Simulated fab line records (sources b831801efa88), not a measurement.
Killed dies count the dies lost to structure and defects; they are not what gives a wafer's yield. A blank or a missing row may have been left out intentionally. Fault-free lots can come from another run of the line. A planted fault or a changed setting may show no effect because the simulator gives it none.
fab line records -- flow sfq_line
[record] lots = 5, wafers = 15, last_day = 92
route steps=325 shown I6@279 M7@281
lots that met no fault: from a run of the same line without faults
start_h: start of the lot's first displayed wafer, in hours after the record's first day -- wait_h: time in hours since the lot's previous step -- " the same as in the row above -- L1.1+2: one row covering several wafers at once -- - no value, or no start was given -- * or withheld: withheld -- < > ~ a bound
route shown NAME@n: a module of which the file shows steps, and the number in the route of the first -- usual: mean and standard deviation over wafers with no fault -- same: alike in all rows -- chamber/n: place in a boat -- sites: readings site by site -- _std_site: how widely they spread, as a standard deviation -- _edge_site: inner sites' mean taken away from outer sites' mean -- radius_mm: for every site, how far away it sits from the centre of the wafer -- mask NAME#n: copy n -- behind: the last tool/chamber to shape the wafer -- hold: why the lot was held/for how many hours/how that ended -- device: which transistor (n, p or np) failed to switch -- end of line: the tests these same wafers got at the end of their route -- a step with no rows: only its recipe -- killed: count of dies lost to structure and defects at first sort (not the wafer's yield) -- map: the dies of a wafer, with x for killed, . for not killed, _ for no die there
set.NAME: the run value of the setting; set.NAME@STEP: its run value at that earlier step -- model.NAME: the simulator's own value behind a step, which no gauge read
lots seen at some steps along the route; tables by step, rows by wafer
services: from which hour (start_h, from the record's first day; less than 0 if before it) a tool's chamber was out of use, for how many hours, and why
[[steps]]
[step SFQ_TRILAYER_I6_VIA_STRIP_STRIP_173]
[recipe] gas = O2, power_w = 200, platen_temp_c = 40, overash_fraction = 0.65, chemistry = O2, pressure_mtorr = 50
[usual] drypump_motor_current_A = 5.7/0.39, oes_product_au = 1.000/0.011
lot.wafer,tool,chamber,start_h,wait_h,drypump_motor_current_A,oes_product_au,rf_hours_counter_h
L075.3,rie_metal-01,0,1740.16,-,5.3,0.985,-
L075.4,rie_metal-01,1,1740.16,-,6.0,0.998,-
L075.6,rie_metal-01,0,1740.16,-,5.3,0.984,-
L082.1,rie_metal-03,0,1932.79,-,6.0,0.999,3
L082.3,rie_metal-03,0,1932.79,-,5.9,0.998,-
L082.6,rie_metal-03,1,1932.79,-,5.2,1.005,-
L085.2,rie_metal-03,0,1989.59,-,5.9,1.004,-
L085.5,rie_metal-03,0,1989.59,-,5.9,1.008,-
L085.6,rie_metal-03,0,1989.59,-,5.9,1.003,-
L088.1,rie_metal-02,0,2000.19,-,5.6,1.015,39
L088.4,rie_metal-02,0,2000.19,-,5.5,0.999,-
L088.6,rie_metal-02,0,2000.19,-,5.6,1.007,-
L091.3,rie_metal-01,1,2006.71,-,6.0,1.004,-
L091.4,rie_metal-01,1,2006.71,-,6.0,1.010,-
L091.6,rie_metal-01,1,2006.71,-,6.0,1.009,-
[step SFQ_TRILAYER_I6_VIA_STRIP_SOLV_CLEAN_174]
[recipe] chemistry = NMP, temp_c = 70, time_s = 600
lot.wafer,tool,chamber,start_h,wait_h
L075.3+4+6,wet_bench-04,"2,6,1",1740.56,0.2
L082.1+3+6,wet_bench-01,"2,3,0",1933.39,0.4
L085.2+5+6,wet_bench-01,"6,7,2",1990.59,0.8
L088.1+4+6,wet_bench-03,"2,7,3",2000.79,0.4
L091.3+4+6,wet_bench-04,"7,0,5",2007.51,0.6
[step SFQ_TRILAYER_M7_DEP_PRE_CLEAN_176]
[recipe] gas = Ar, time_s = 22.5, bias_v = 250
lot.wafer,tool,chamber,start_h,wait_h
L075.3+4+6,pvd_sputter-05,-,1740.74,0.0
L082.1+3+6,pvd_sputter-03,-,1933.57,0.0
L085.2+5+6,pvd_sputter-05,-,1990.94,0.0
L088.1+4+6,pvd_sputter-03,-,2000.96,0.0
L091.3+4+6,pvd_sputter-05,-,2007.69,0.0
[step SFQ_TRILAYER_M7_DEP_SPUTTER_175]
[recipe] material = Nb, base_pressure_pa = 1.33e-06, chamber_pressure_pa = 0.1333, substrate_temp_c = 20, target_thk_nm = 200, power_w = 2000, time_s = 133.3
[usual] cathode_dc_power_W = 2000.1/0.39, throttle_valve_pct = 29.9/1.3
lot.wafer,tool,chamber,start_h,wait_h,cathode_dc_power_W,throttle_valve_pct
L075.3,pvd_sputter-05,-,1740.77,0.0,2000.2,31.5
L075.4,pvd_sputter-05,-,1740.77,0.0,1999.8,28.4
L075.6,pvd_sputter-05,-,1740.77,0.0,2000.4,28.1
L082.1,pvd_sputter-03,-,1933.59,0.0,2000.3,29.7
L082.3,pvd_sputter-03,-,1933.59,0.0,1999.8,28.0
L082.6,pvd_sputter-03,-,1933.59,0.0,2001.1,29.8
L085.2,pvd_sputter-05,-,1990.97,0.0,1999.8,31.0
L085.5,pvd_sputter-05,-,1990.97,0.0,2000.1,31.3
L085.6,pvd_sputter-05,-,1990.97,0.0,1999.9,27.8
L088.1,pvd_sputter-03,-,2000.99,0.0,1999.8,30.6
L088.4,pvd_sputter-03,-,2000.99,0.0,1999.3,29.8
L088.6,pvd_sputter-03,-,2000.99,0.0,1999.0,29.6
L091.3,pvd_sputter-05,-,2007.72,0.0,2000.4,31.2
L091.4,pvd_sputter-05,-,2007.72,0.0,2000.0,28.2
L091.6,pvd_sputter-05,-,2007.72,0.0,2000.1,31.1
[step SFQ_M7_RS_MEAS_943]
[recipe] thk_meas_gauge = four-point-probe, reads = Nb_of_TRILAYER_M7_DEP_SPUTTER_175
[usual] M7_NB_RS = 0.887/0.011
lot.wafer,tool,chamber,start_h,wait_h,M7_NB_RS[ohm/sq]
L075.3,film_metro-04,-,1740.90,0.1,0.895
L075.4,film_metro-04,-,1740.90,0.1,0.894
L075.6,film_metro-04,-,1740.90,0.1,0.891
L082.1,film_metro-02,-,1933.69,0.0,0.896
L082.3,film_metro-02,-,1933.69,0.0,0.898
L082.6,film_metro-02,-,1933.69,0.0,0.883
L085.2,film_metro-03,-,1991.08,0.1,0.892
L085.5,film_metro-03,-,1991.08,0.1,0.885
L085.6,film_metro-03,-,1991.08,0.1,0.879
L088.1,film_metro-03,-,2001.08,0.0,0.867
L088.4,film_metro-03,-,2001.08,0.0,0.878
L088.6,film_metro-03,-,2001.08,0.0,0.878
L091.3,film_metro-03,-,2007.85,0.1,0.888
L091.4,film_metro-03,-,2007.85,0.1,0.869
L091.6,film_metro-03,-,2007.85,0.1,0.877
[step SFQ_TRILAYER_M7_LITHO_COAT_182]
[recipe] resist = BARC, spin_rpm = 3000, resist_thk_nm = 62
[usual] chill_plate_temp_C = 23.00/0.11, dispense_pressure_kPa = 49.2/0.63, exhaust_pa = 45.2/0.9
lot.wafer,tool,chamber,start_h,wait_h,chill_plate_temp_C,dispense_pressure_kPa,exhaust_pa
L075.3,litho_track-04,0,1741.14,0.1,22.88,50.1,44.5
L075.4,litho_track-04,0,1741.14,0.1,22.84,50.1,43.9
L075.6,litho_track-04,0,1741.14,0.1,22.91,50.1,43.5
L082.1,litho_track-04,0,1933.87,0.1,22.99,50.1,45.3
L082.3,litho_track-04,0,1933.87,0.1,22.91,50.1,46.1
L082.6,litho_track-04,0,1933.87,0.1,23.02,50.0,45.6
L085.2,litho_track-04,0,1991.29,0.1,23.03,50.1,44.9
L085.5,litho_track-04,0,1991.29,0.1,22.85,50.1,45.9
L085.6,litho_track-04,0,1991.29,0.1,22.85,50.1,45.1
L088.1,litho_track-04,0,2001.26,0.1,23.09,50.0,45.7
L088.4,litho_track-04,0,2001.26,0.1,23.29,50.1,45.7
L088.6,litho_track-04,0,2001.26,0.1,23.16,50.0,45.2
L091.3,litho_track-01,0,2008.09,0.1,22.99,49.0,46.5
L091.4,litho_track-01,0,2008.09,0.1,22.89,49.0,45.6
L091.6,litho_track-01,0,2008.09,0.1,23.08,49.0,44.9
[step SFQ_TRILAYER_M7_LITHO_COAT_177]
[recipe] resist = KrF, spin_rpm = 3000, resist_thk_nm = 600
[usual] chill_plate_temp_C = 23.00/0.12, dispense_pressure_kPa = 49.2/0.64, exhaust_pa = 45.2/0.83
lot.wafer,tool,chamber,start_h,wait_h,chill_plate_temp_C,dispense_pressure_kPa,exhaust_pa
L075.3,litho_track-04,0,1741.44,0.2,22.99,50.1,45.7
L075.4,litho_track-04,0,1741.44,0.2,23.00,50.1,44.9
L075.6,litho_track-04,0,1741.44,0.2,22.86,50.0,45.0
L082.1,litho_track-04,0,1934.17,0.2,23.08,50.1,46.4
L082.3,litho_track-04,0,1934.17,0.2,23.18,50.1,45.4
L082.6,litho_track-04,0,1934.17,0.2,23.12,50.0,45.8
L085.2,litho_track-04,0,1991.59,0.2,23.01,50.1,46.1
L085.5,litho_track-04,0,1991.59,0.2,22.95,50.1,46.7
L085.6,litho_track-04,0,1991.59,0.2,23.04,50.1,46.4
L088.1,litho_track-04,0,2001.56,0.2,22.98,50.1,44.8
L088.4,litho_track-04,0,2001.56,0.2,23.19,50.1,44.5
L088.6,litho_track-04,0,2001.56,0.2,23.01,50.1,45.3
L091.3,litho_track-01,0,2008.39,0.2,22.87,49.0,45.1
L091.4,litho_track-01,0,2008.39,0.2,22.85,49.0,45.9
L091.6,litho_track-01,0,2008.39,0.2,22.94,49.0,42.8
[step SFQ_TRILAYER_M7_LITHO_SOFTBAKE_181]
[recipe] temp_c = withheld, time_s = withheld, resist = KrF
[usual] chill_plate_temp_C = *, exhaust_pa = 45.0/0.92
lot.wafer,tool,chamber,start_h,wait_h,chill_plate_temp_C,exhaust_pa
L075.3,litho_track-04,0,1741.69,0.2,*,44.0
L075.4,litho_track-04,0,1741.69,0.2,*,44.2
L075.6,litho_track-04,0,1741.69,0.2,*,44.1
L082.1,litho_track-04,0,1934.47,0.2,*,45.1
L082.3,litho_track-04,0,1934.47,0.2,*,44.4
L082.6,litho_track-04,0,1934.47,0.2,*,45.0
L085.2,litho_track-04,0,1991.86,0.2,*,45.8
L085.5,litho_track-04,0,1991.86,0.2,*,45.5
L085.6,litho_track-04,0,1991.86,0.2,*,45.5
L088.1,litho_track-04,0,2001.86,0.2,*,44.8
L088.4,litho_track-04,0,2001.86,0.2,*,44.4
L088.6,litho_track-04,0,2001.86,0.2,*,44.3
L091.3,litho_track-01,0,2008.64,0.2,*,44.9
L091.4,litho_track-01,0,2008.64,0.2,*,45.1
L091.6,litho_track-01,0,2008.64,0.2,*,44.4
[[services]]
tool,chamber,start_h,hours,kind
pvd_sputter-03,-,1740.14,6.9,repair
rie_metal-01,0,1752.37,4.8,repair
rie_metal-01,-,1773.49,4.3,pm
rie_metal-03,0,1786.01,32.8,repair
wet_bench-01,-,1788.00,2.4,repair
pvd_sputter-05,3,1792.11,-,consumable_replace:kit
pvd_sputter-05,3,1792.11,18.0,scheduled_down
pvd_sputter-05,3,1792.11,18.0,vent_cycle
pvd_sputter-05,-,1821.19,1.2,repair
pvd_sputter-03,-,1847.78,10.1,repair
pvd_sputter-05,-,1848.07,3.3,repair
rie_metal-02,-,1851.52,1.2,repair
rie_metal-03,-,1885.53,0.5,repair
rie_metal-03,0,1898.36,-,clean
rie_metal-03,0,1898.36,-,consumable_replace:focus_ring
rie_metal-02,0,1911.90,3.8,repair
wet_bench-04,-,1933.01,0.5,repair
rie_metal-02,0,1945.48,14.1,repair
rie_metal-02,-,1955.64,28.1,pm
pvd_sputter-03,1,1959.50,-,consumable_replace:kit
pvd_sputter-03,1,1959.50,18.0,scheduled_down
pvd_sputter-03,1,1959.50,18.0,vent_cycle
rie_metal-02,-,1984.01,2.4,repair
rie_metal-01,0,1990.25,18.5,repair
[[key]]
fault none
